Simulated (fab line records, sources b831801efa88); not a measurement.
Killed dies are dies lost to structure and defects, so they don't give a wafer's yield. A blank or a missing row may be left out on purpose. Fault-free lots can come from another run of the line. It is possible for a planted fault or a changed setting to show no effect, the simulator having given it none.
fab line records	flow gf180mcu	part 1 of 2: steps 1 to 31 of 42
record: lots: 5	wafers: 15	last_day: 34
route steps=602 shown V2@388 M3@409 V3@429
lots untouched by any fault: they come from a run of this same line in which no faults occurred
start_h: hours from the record's first day to the start of the lot's first wafer shown	wait_h: hours elapsed since this lot's preceding step	" identical to the entry in the row above	L1.1+2: a single row standing in for several wafers	- no value present, or no start provided	* or withheld: withheld	< > ~ a bound
route shown NAME@n: a module of which the file shows steps, and the number in the route of the first	usual: mean/standard deviation of fault-free wafers	same: alike in all rows	chamber/n: place in a boat	sites: per-site readings	_std_site: the standard deviation of these	_edge_site: the outer-site mean with the inner-site mean subtracted	radius_mm: for every site, how far away it sits from the centre of the wafer	mask NAME#n: copy n	behind: the most recent tool/chamber to have shaped the wafer	hold: what put the lot on hold/how long, in hours/how the hold closed	device: which transistor (n, p or np) failed to switch	end of line: tests run on the same wafers once the route is complete	step lacking rows: just its recipe	killed: the dies lost at the first sort to structure and to defects; this is not the yield of the wafer	map: the dies of a wafer, with x for killed, . for not killed, _ for no die there
set.NAME: setting as actually run; set.NAME@STEP: the setting as run at that earlier step	model.NAME: the simulator's own value behind a step, which no gauge read
lots seen at some steps along the route; tables by step, rows by wafer
services: when a tool's chamber went out of use (start_h, in hours from the record's first day, below 0 if earlier), for how many hours, and the reason
== steps ==
step: GF_V2_DEHYDRATE_06
recipe: temp_c: 200	time_s: 60
same: time_s: 60
lot.wafer	tool	chamber	start_h	wait_h
L078.1+3+6	litho_track-01	0	496.18	11.4
L087.1+2+4	litho_track-03	0	568.56	10.5
L092.1+3+5	litho_track-02	0	599.60	9.6
L094.1+2+3	litho_track-03	0	614.46	10.1
L095.2+3+5	litho_track-01	0	622.01	9.3
step: GF_V2_HMDS_07
recipe: prime_time_s: 60	prime_temp_c: 120
lot.wafer	tool	chamber	start_h	wait_h
L078.1+3+6	litho_track-01	0	496.33	0.1
L087.1+2+4	litho_track-03	0	568.71	0.1
L092.1+3+5	litho_track-02	0	599.75	0.1
L094.1+2+3	litho_track-03	0	614.61	0.1
L095.2+3+5	litho_track-01	0	622.16	0.1
step: GF_V2_COAT_08
recipe: resist: BARC	temp_c: withheld	time_s: withheld	spin_rpm: withheld	resist_thk_nm: withheld
lot.wafer	tool	chamber	start_h	wait_h
L078.1+3+6	litho_track-01	0	496.48	0.1
L087.1+2+4	litho_track-03	0	568.86	0.1
L092.1+3+5	litho_track-02	0	599.90	0.1
L094.1+2+3	litho_track-03	0	614.76	0.1
L095.2+3+5	litho_track-01	0	622.31	0.1
step: GF_V2_COAT_09
recipe: resist: KrF	spin_rpm: withheld	resist_thk_nm: 1000
lot.wafer	tool	chamber	start_h	wait_h
L078.1+3+6	litho_track-01	0	-	-
L087.1+2+4	litho_track-03	0	-	-
L092.1+3+5	litho_track-02	0	-	-
L094.1+2+3	litho_track-03	0	-	-
L095.2+3+5	litho_track-01	0	-	-
step: GF_V2_SOFTBAKE_10
recipe: temp_c: 130	time_s: 60	resist: KrF
same: time_s: 60
lot.wafer	tool	chamber	start_h	wait_h
L078.1+3+6	litho_track-01	0	-	-
L087.1+2+4	litho_track-03	0	-	-
L092.1+3+5	litho_track-02	0	-	-
L094.1+2+3	litho_track-03	0	-	-
L095.2+3+5	litho_track-01	0	-	-
step: GF_V2_EXPOSE_11
recipe: mask_id: Via2	target_cd_nm: 260	na: 0.68	source_shape: conventional	sigma_outer: 0.6	dose_mj: 38
same: na: 0.68
lot.wafer	tool	chamber	start_h	wait_h	mask
L078.1+3+6	krf_scanner-01	0	-	-	Via2#0
L087.1+2+4	krf_scanner-02	0	-	-	Via2#0
L092.1+3+5	krf_scanner-02	0	-	-	Via2#0
L094.1+2+3	krf_scanner-02	0	-	-	Via2#0
L095.2+3+5	krf_scanner-01	0	-	-	Via2#0
step: GF_V2_PEB_12
recipe: peb_temp_c: 135	peb_time_s: 90	resist: KrF
lot.wafer	tool	chamber	start_h	wait_h
L078.1+3+6	litho_track-01	0	-	-
L087.1+2+4	litho_track-02	0	-	-
L092.1+3+5	litho_track-02	0	-	-
L094.1+2+3	litho_track-03	0	-	-
L095.2+3+5	litho_track-01	0	-	-
step: GF_V2_DEVELOP_13
recipe: develop_time_s: 60	resist: KrF	dev_temp_c: 21
lot.wafer	tool	chamber	start_h	wait_h
L078.1+3+6	litho_track-01	0	507.98	0.2
L087.1+2+4	litho_track-02	0	579.65	0.2
L092.1+3+5	litho_track-02	0	610.70	0.2
L094.1+2+3	litho_track-03	0	624.31	0.2
L095.2+3+5	litho_track-01	0	633.16	0.2
step: GF_V2_CD_MEAS_14
recipe: target_cd_nm: 260
usual: cd_nm: 260.2/1.1
lot.wafer	tool	chamber	start_h	wait_h	cd_nm
L078.1	cd_sem-01	-	508.13	0.1	261.2
L078.3	"	-	"	"	260.4
L078.6	"	-	"	"	262.1
L087.1	cd_sem-01	-	579.80	0.1	260.1
L087.2	"	-	"	"	260.8
L087.4	"	-	"	"	259.7
L092.1	cd_sem-01	-	610.85	0.1	261.3
L092.3	"	-	"	"	258.4
L092.5	"	-	"	"	259.8
L094.1	cd_sem-02	-	624.46	0.1	258.7
L094.2	"	-	"	"	258.2
L094.3	"	-	"	"	259.1
L095.2	cd_sem-01	-	633.30	0.1	260.7
L095.3	"	-	"	"	259.9
L095.5	"	-	"	"	260.2
step: GF_V2_OVL_MEAS_15
usual: V2_OVL: -2/5.2
lot.wafer	tool	chamber	start_h	wait_h	V2_OVL[nm]
L078.1	overlay-02	-	508.25	0.1	-8
L078.3	"	-	"	"	-7
L078.6	"	-	"	"	-3
L087.1	overlay-01	-	579.92	0.1	-6
L087.2	"	-	"	"	-3
L087.4	"	-	"	"	-2
L092.1	overlay-01	-	610.97	0.1	8
L092.3	"	-	"	"	7
L092.5	"	-	"	"	1
L094.1	overlay-01	-	624.58	0.1	2
L094.2	"	-	"	"	1
L094.3	"	-	"	"	-2
L095.2	overlay-01	-	633.41	0.1	4
L095.3	"	-	"	"	2
L095.5	"	-	"	"	4
step: GF_V2_ETCH_16
recipe: chemistry: N2/H2	target_depth_a: withheld	overetch_a: withheld	time_s: withheld	target: BARC	ion_energy_ev: 200	source_w: 500	bias_w: 100	pressure_mtorr: 30	n2_flow_sccm: 100	h2_flow_sccm: 200
usual: drypump_motor_current_A: 5.8/0.46	oes_product_au: 0.855/0.0048	throttle_valve_pct: 13.224/0.0083
lot.wafer	tool	chamber	start_h	wait_h	drypump_motor_current_A	oes_product_au	throttle_valve_pct
L078.1	rie_diel-04	2	508.29	0.0	6.1	0.852	13.212
L078.3	"	1	"	"	4.9	0.864	13.224
L078.6	"	2	"	"	6.1	0.854	13.222
L087.1	rie_diel-02	2	579.95	0.0	5.5	0.851	13.228
L087.2	"	0	"	"	5.7	0.848	13.208
L087.4	"	3	"	"	6.2	0.861	13.220
L092.1	rie_diel-01	0	611.00	0.0	5.8	0.855	13.218
L092.3	"	3	"	"	6.5	0.863	13.216
L092.5	"	0	"	"	5.9	0.856	13.239
L094.1	rie_diel-04	3	624.61	0.0	5.8	0.850	13.225
L094.2	"	2	"	"	6.1	0.853	13.227
L094.3	"	0	"	"	6.2	0.853	13.211
L095.2	rie_diel-02	1	633.44	0.0	6.3	0.857	13.229
L095.3	"	0	"	"	5.7	0.858	13.224
L095.5	"	3	"	"	6.2	0.860	13.222
step: GF_V2_ETCH_17
recipe: chemistry: C4F8/O2/Ar	mask_material: KrF	target: SiO2	stop_on: TiN	source_w: 1500	bias_w: 1200	pressure_mtorr: 40	c4f8_flow_sccm: withheld	O2_flow_sccm: 6	Ar_flow_sccm: 300	time_s: withheld	target_depth_a: 6300
usual: oes_product_au: 0.856/0.0044
lot.wafer	tool	chamber	start_h	wait_h	oes_product_au
L078.1	rie_diel-04	2	-	-	0.854
L078.3	"	1	"	"	0.844
L078.6	"	2	"	"	0.853
L087.1	rie_diel-02	2	-	-	0.861
L087.2	"	0	"	"	0.859
L087.4	"	3	"	"	0.855
L092.1	rie_diel-01	0	-	-	0.860
L092.3	"	3	"	"	0.854
L092.5	"	0	"	"	0.848
L094.1	rie_diel-04	3	-	-	0.855
L094.2	"	2	"	"	0.857
L094.3	"	0	"	"	0.847
L095.2	rie_diel-02	1	-	-	0.852
L095.3	"	0	"	"	0.847
L095.5	"	3	"	"	0.854
step: GF_V2_STRIP_18
recipe: chemistry: O2/N2	power_w: 1400	pressure_mtorr: 1500	platen_temp_c: 250	o2_flow_sccm: 3000	n2_flow_sccm: 300	overash_fraction: 0.5
usual: drypump_motor_current_A: 5.68/0.25	heater_power_w: 334/23	o2_flow_sccm: 3000/8.9	oes_product_au: 0.594/0.0052
lot.wafer	tool	chamber	start_h	wait_h	drypump_motor_current_A	heater_power_w	o2_flow_sccm	oes_product_au	rf_hours_counter_h
L078.1	plasma_asher-04	1	508.42	-	5.38	352	2997	0.594	75
L078.3	"	0	"	"	5.97	315	2990	0.593	-
L078.6	"	0	"	"	5.97	312	3004	0.599	-
L087.1	plasma_asher-02	1	580.08	-	5.60	346	2995	0.584	90
L087.2	"	0	"	"	6.09	356	2994	0.599	90
L087.4	"	1	"	"	5.60	348	3006	0.597	-
L092.1	plasma_asher-04	1	611.13	-	5.41	361	2990	0.602	86
L092.3	"	1	"	"	5.41	359	2988	0.601	-
L092.5	"	0	"	"	6.00	311	3018	0.599	-
L094.1	plasma_asher-01	0	624.74	-	5.49	299	3005	0.601	20
L094.2	"	1	"	"	5.58	330	2998	0.587	20
L094.3	"	1	"	"	5.57	335	2999	0.597	-
L095.2	plasma_asher-01	0	633.57	-	5.49	303	3000	0.593	21
L095.3	"	0	"	"	5.48	301	2982	0.591	-
L095.5	"	0	"	"	5.48	301	2993	0.598	-
step: GF_V2_STRIP_19
recipe: chemistry: post_etch_residue_remover	time_s: 1200	temp_c: 72.5
same: time_s: 1200
lot.wafer	tool	chamber	start_h	wait_h
L078.1+3+6	wet_bench-02	2	508.52	0.1
L087.1+2+4	wet_bench-02	3	580.18	0.1
L092.1+3+5	wet_bench-04	1	611.23	0.1
L094.1+2+3	wet_bench-02	3	624.84	0.1
L095.2+3+5	wet_bench-04	1	633.67	0.1
step: GF_V2_CLEAN_20
recipe: chemistry: DIW	dry: n2_spin
lot.wafer	tool	chamber	start_h	wait_h
L078.1+3+6	wet_bench-04	0	508.86	0.0
L087.1+2+4	wet_bench-04	3	580.52	0.0
L092.1+3+5	wet_bench-01	3	611.61	0.0
L094.1+2+3	wet_bench-01	3	625.21	0.0
L095.2+3+5	wet_bench-02	0	634.01	0.0
step: GF_V2_SPUTTER_21
recipe: material: Ti	target_thk_nm: 15	chamber_pressure_pa: 5	power_w: 2500	substrate_temp_c: 200	time_s: 80.02
usual: throttle_valve_pct: 29.7/1.1
same: time_s: 80.02
lot.wafer	tool	chamber	start_h	wait_h	throttle_valve_pct
L078.1	pvd_sputter-04	-	508.95	0.0	30.4
L078.3	"	-	"	"	28.9
L078.6	"	-	"	"	29.0
L087.1	pvd_sputter-02	-	580.62	0.0	29.7
L087.2	"	-	"	"	29.9
L087.4	"	-	"	"	28.0
L092.1	pvd_sputter-04	-	611.71	0.0	29.1
L092.3	"	-	"	"	30.3
L092.5	"	-	"	"	28.8
L094.1	pvd_sputter-04	-	625.30	0.0	29.4
L094.2	"	-	"	"	30.6
L094.3	"	-	"	"	30.6
L095.2	pvd_sputter-01	-	634.10	0.0	27.8
L095.3	"	-	"	"	31.1
L095.5	"	-	"	"	31.2
step: GF_V2_SPUTTER_22
recipe: material: TiN	target_thk_nm: 10	chamber_pressure_pa: 5	power_w: 4000	time_s: 40
usual: throttle_valve_pct: 29.7/1.1
same: time_s: 40
lot.wafer	tool	chamber	start_h	wait_h	throttle_valve_pct
L078.1	pvd_sputter-04	-	509.01	0.0	30.3
L078.3	"	-	"	"	28.8
L078.6	"	-	"	"	28.8
L087.1	pvd_sputter-02	-	580.68	0.0	29.7
L087.2	"	-	"	"	29.4
L087.4	"	-	"	"	28.0
L092.1	pvd_sputter-04	-	611.77	0.0	29.2
L092.3	"	-	"	"	30.5
L092.5	"	-	"	"	28.7
L094.1	pvd_sputter-04	-	625.37	0.0	28.9
L094.2	"	-	"	"	30.6
L094.3	"	-	"	"	30.3
L095.2	pvd_sputter-01	-	634.16	0.0	28.0
L095.3	"	-	"	"	30.7
L095.5	"	-	"	"	31.4
step: GF_V2_CVD_23
recipe: material: W	target_thk_nm: 350	time_s: 104.94	temp_c: 400	pressure_torr: 40
usual: heater_power_w: 826/66
same: time_s: 104.94
lot.wafer	tool	chamber	start_h	wait_h	heater_power_w
L078.1	cvd_w-02	1	509.05	0.0	787
L078.3	"	0	"	"	725
L078.6	"	1	"	"	761
L087.1	cvd_w-01	0	580.72	0.0	824
L087.2	"	1	"	"	918
L087.4	"	1	"	"	930
L092.1	cvd_w-01	1	611.81	0.0	936
L092.3	"	0	"	"	848
L092.5	"	0	"	"	840
L094.1	cvd_w-01	0	625.40	0.0	858
L094.2	"	1	"	"	930
L094.3	"	1	"	"	930
L095.2	cvd_w-02	0	634.20	0.0	754
L095.3	"	0	"	"	754
L095.5	"	1	"	"	798
step: GF_V2_RS_MEAS_24
recipe: thk_meas_gauge: four-point-probe	reads: W_of_V2_CVD_23+TiN_of_V2_SPUTTER_22+Ti_of_V2_SPUTTER_21
usual: V2_W_RS: 0.325/0.0037
lot.wafer	tool	chamber	start_h	wait_h	V2_W_RS[ohm/sq]
L078.1	film_metro-03	-	509.16	0.1	0.326
L078.3	"	-	"	"	0.320
L078.6	"	-	"	"	0.322
L087.1	film_metro-02	-	580.83	0.1	0.330
L087.2	"	-	"	"	0.326
L087.4	"	-	"	"	0.331
L092.1	film_metro-04	-	611.92	0.1	0.325
L092.3	"	-	"	"	0.329
L092.5	"	-	"	"	0.332
L094.1	film_metro-03	-	625.52	0.1	0.326
L094.2	"	-	"	"	0.324
L094.3	"	-	"	"	0.321
L095.2	film_metro-04	-	634.33	0.1	0.324
L095.3	"	-	"	"	0.325
L095.5	"	-	"	"	0.325
step: GF_V2_THK_MEAS_25
recipe: thk_meas_gauge: xrf	reads: W_of_V2_CVD_23
usual: V2_W_THK: 369/7.2
lot.wafer	tool	chamber	start_h	wait_h	V2_W_THK[nm]
L078.1	film_metro-03	-	509.28	0.1	376
L078.3	"	-	"	"	382
L078.6	"	-	"	"	379
L087.1	film_metro-02	-	580.95	0.1	356
L087.2	"	-	"	"	358
L087.4	"	-	"	"	353
L092.1	film_metro-04	-	612.04	0.1	366
L092.3	"	-	"	"	359
L092.5	"	-	"	"	357
L094.1	film_metro-03	-	625.64	0.1	377
L094.2	"	-	"	"	381
L094.3	"	-	"	"	384
L095.2	film_metro-04	-	634.44	0.1	366
L095.3	"	-	"	"	368
L095.5	"	-	"	"	366
step: GF_V2_CMP_26
recipe: stop_on: SiO2	down_force_psi: 3.5	platen_rpm: 60	t_overpolish_s: 15	target_thk_nm: 0	pad_velocity_m_s: 0.94248
usual: motor_current_A: 11.0/0.64	overpolish_run_s: 15.000/0.0093	time_to_endpoint_s: 85.2/2.8
lot.wafer	tool	chamber	start_h	wait_h	motor_current_A	overpolish_run_s	time_to_endpoint_s
L078.1	cmp-02	3	509.44	0.1	11.5	14.989	83.8
L078.3	"	0	"	"	11.2	14.997	85.0
L078.6	"	2	"	"	10.1	15.009	85.4
L087.4	cmp-02	1	581.01	0.0	10.0	15.013	83.5
L087.2	"	2	"	"	9.7	15.013	81.6
L087.1	"	3	"	"	11.4	15.011	84.8
L092.3	cmp-02	0	612.10	0.0	12.0	15.005	85.1
L092.1	"	1	"	"	10.7	14.993	84.6
L092.5	"	0	"	"	11.7	15.004	82.9
L094.2	cmp-01	1	625.70	0.0	11.8	15.005	83.4
L094.3	"	2	"	"	11.1	15.003	84.0
L094.1	"	3	"	"	12.1	15.001	88.9
L095.3	cmp-01	3	634.75	0.3	11.4	15.010	82.4
L095.2	"	0	"	"	11.1	15.012	84.2
L095.5	"	3	"	"	12.1	14.999	85.3
step: GF_M3_SPUTTER_00
recipe: material: Ti	target_thk_nm: 37.5	arriving_ion_energy_ev: 80	substrate_temp_c: 200	chamber_pressure_pa: 2	power_w: 4000	time_s: 150
usual: throttle_valve_pct: 29.7/1.2
same: time_s: 150
lot.wafer	tool	chamber	start_h	wait_h	throttle_valve_pct
L078.1	pvd_sputter-03	-	509.64	0.1	30.0
L078.3	"	-	"	"	32.7
L078.6	"	-	"	"	30.1
L087.1	pvd_sputter-04	-	581.31	0.1	28.6
L087.2	"	-	"	"	30.7
L087.4	"	-	"	"	30.4
L092.1	pvd_sputter-03	-	612.40	0.2	30.6
L092.3	"	-	"	"	28.3
L092.5	"	-	"	"	30.6
L094.1	pvd_sputter-04	-	626.00	0.1	30.6
L094.2	"	-	"	"	30.4
L094.3	"	-	"	"	28.8
L095.2	pvd_sputter-02	-	635.05	0.2	28.0
L095.3	"	-	"	"	29.8
L095.5	"	-	"	"	29.1
step: GF_M3_SPUTTER_01
recipe: material: TiN	target_thk_nm: 30	power_w: 6500	time_s: 25	chamber_pressure_pa: 0.4
usual: throttle_valve_pct: 29.7/1.2
same: time_s: 25
lot.wafer	tool	chamber	start_h	wait_h	throttle_valve_pct
L078.1	pvd_sputter-03	-	509.74	0.1	29.9
L078.3	"	-	"	"	32.6
L078.6	"	-	"	"	29.9
L087.1	pvd_sputter-04	-	581.41	0.1	28.6
L087.2	"	-	"	"	30.8
L087.4	"	-	"	"	30.6
L092.1	pvd_sputter-03	-	612.50	0.1	30.4
L092.3	"	-	"	"	28.2
L092.5	"	-	"	"	30.2
L094.1	pvd_sputter-04	-	626.10	0.1	30.2
L094.2	"	-	"	"	30.7
L094.3	"	-	"	"	28.7
L095.2	pvd_sputter-02	-	635.15	0.1	28.5
L095.3	"	-	"	"	29.9
L095.5	"	-	"	"	29.2
step: GF_M3_SPUTTER_02
recipe: material: AlCu	target_thk_nm: 450	power_w: 10600	time_s: 23.9	chamber_pressure_pa: 0.4
usual: throttle_valve_pct: 29.7/1.3
same: time_s: 23.9
lot.wafer	tool	chamber	start_h	wait_h	throttle_valve_pct
L078.1	pvd_sputter-03	-	509.78	0.0	30.0
L078.3	"	-	"	"	32.8
L078.6	"	-	"	"	30.2
L087.1	pvd_sputter-04	-	581.44	0.0	28.8
L087.2	"	-	"	"	30.5
L087.4	"	-	"	"	30.6
L092.1	pvd_sputter-03	-	612.53	0.0	30.3
L092.3	"	-	"	"	28.0
L092.5	"	-	"	"	30.4
L094.1	pvd_sputter-04	-	626.13	0.0	30.5
L094.2	"	-	"	"	30.8
L094.3	"	-	"	"	28.6
L095.2	pvd_sputter-02	-	635.18	0.0	28.0
L095.3	"	-	"	"	29.8
L095.5	"	-	"	"	29.0
step: GF_M3_SPUTTER_03
recipe: material: Ti	target_thk_nm: 10	substrate_temp_c: 300	chamber_pressure_pa: 0.3	power_w: 3000	time_s: 6.7
usual: throttle_valve_pct: 29.7/1.3
same: time_s: 6.7
lot.wafer	tool	chamber	start_h	wait_h	throttle_valve_pct
L078.1	pvd_sputter-03	-	509.81	0.0	30.2
L078.3	"	-	"	"	32.6
L078.6	"	-	"	"	30.0
L087.1	pvd_sputter-04	-	581.47	0.0	28.8
L087.2	"	-	"	"	30.7
L087.4	"	-	"	"	30.6
L092.1	pvd_sputter-03	-	612.56	0.0	30.5
L092.3	"	-	"	"	28.3
L092.5	"	-	"	"	30.6
L094.1	pvd_sputter-04	-	626.16	0.0	30.6
L094.2	"	-	"	"	30.3
L094.3	"	-	"	"	28.5
L095.2	pvd_sputter-02	-	635.21	0.0	28.1
L095.3	"	-	"	"	29.8
L095.5	"	-	"	"	28.9
step: GF_M3_SPUTTER_04
recipe: material: TiN	target_thk_nm: 50	power_w: 6500	time_s: 41.7	chamber_pressure_pa: 0.4
usual: throttle_valve_pct: 29.7/1.3
same: time_s: 41.7
lot.wafer	tool	chamber	start_h	wait_h	throttle_valve_pct
L078.1	pvd_sputter-03	-	509.83	0.0	29.8
L078.3	"	-	"	"	32.8
L078.6	"	-	"	"	30.1
L087.1	pvd_sputter-04	-	581.49	0.0	28.6
L087.2	"	-	"	"	30.6
L087.4	"	-	"	"	30.6
L092.1	pvd_sputter-03	-	612.58	0.0	30.7
L092.3	"	-	"	"	28.5
L092.5	"	-	"	"	30.6
L094.1	pvd_sputter-04	-	626.18	0.0	30.5
L094.2	"	-	"	"	30.7
L094.3	"	-	"	"	28.7
L095.2	pvd_sputter-02	-	635.23	0.0	28.3
L095.3	"	-	"	"	29.9
L095.5	"	-	"	"	29.0
step: GF_M3_RS_MEAS_05
recipe: thk_meas_gauge: four-point-probe	reads: TiN_of_M3_SPUTTER_04+Ti_of_M3_SPUTTER_03+AlCu_of_M3_SPUTTER_02+TiN_of_M3_SPUTTER_01+Ti_of_M3_SPUTTER_00
usual: M3_ALCU_RS: 0.0692/0.00059
lot.wafer	tool	chamber	start_h	wait_h	M3_ALCU_RS[ohm/sq]
L078.1	film_metro-01	-	509.87	0.0	0.0686
L078.3	"	-	"	"	0.0691
L078.6	"	-	"	"	0.0690
L087.1	film_metro-01	-	581.53	0.0	0.0702
L087.2	"	-	"	"	0.0686
L087.4	"	-	"	"	0.0697
L092.1	film_metro-04	-	612.62	0.0	0.0684
L092.3	"	-	"	"	0.0684
L092.5	"	-	"	"	0.0692
L094.1	film_metro-04	-	626.22	0.0	0.0696
L094.2	"	-	"	"	0.0687
L094.3	"	-	"	"	0.0696
L095.2	film_metro-01	-	635.29	0.0	0.0691
L095.3	"	-	"	"	0.0699
L095.5	"	-	"	"	0.0699
step: GF_M3_THK_MEAS_06
recipe: thk_meas_gauge: xrf	reads: AlCu_of_M3_SPUTTER_02
usual: M3_ALCU_THK: 448/4.7
lot.wafer	tool	chamber	start_h	wait_h	M3_ALCU_THK[nm]
L078.1	film_metro-01	-	509.99	0.1	449
L078.3	"	-	"	"	446
L078.6	"	-	"	"	449
L087.1	film_metro-01	-	581.65	0.1	440
L087.2	"	-	"	"	450
L087.4	"	-	"	"	445
L092.1	film_metro-04	-	612.74	0.1	453
L092.3	"	-	"	"	455
L092.5	"	-	"	"	447
L094.1	film_metro-04	-	626.34	0.1	448
L094.2	"	-	"	"	453
L094.3	"	-	"	"	447
L095.2	film_metro-01	-	635.40	0.1	450
L095.3	"	-	"	"	445
L095.5	"	-	"	"	446
step: GF_M3_DEHYDRATE_07
recipe: temp_c: 200	time_s: 60
same: time_s: 60
lot.wafer	tool	chamber	start_h	wait_h
L078.1+3+6	litho_track-04	0	521.27	11.3
L087.1+2+4	litho_track-03	0	591.61	9.9
L092.1+3+5	litho_track-04	0	622.07	9.3
L094.1+2+3	litho_track-04	0	635.57	9.2
L095.2+3+5	litho_track-02	0	644.02	8.6
step: GF_M3_HMDS_08
recipe: prime_time_s: 60	prime_temp_c: 120
lot.wafer	tool	chamber	start_h	wait_h
L078.1+3+6	litho_track-04	0	521.42	0.1
L087.1+2+4	litho_track-03	0	591.76	0.1
L092.1+3+5	litho_track-04	0	622.22	0.1
L094.1+2+3	litho_track-04	0	635.72	0.1
L095.2+3+5	litho_track-02	0	644.17	0.1
step: GF_M3_COAT_09
recipe: resist: KrF	spin_rpm: withheld	resist_thk_nm: 1000
lot.wafer	tool	chamber	start_h	wait_h
L078.1+3+6	litho_track-04	0	521.57	0.1
L087.1+2+4	litho_track-03	0	591.91	0.1
L092.1+3+5	litho_track-04	0	622.37	0.1
L094.1+2+3	litho_track-04	0	635.87	0.1
L095.2+3+5	litho_track-02	0	644.32	0.1
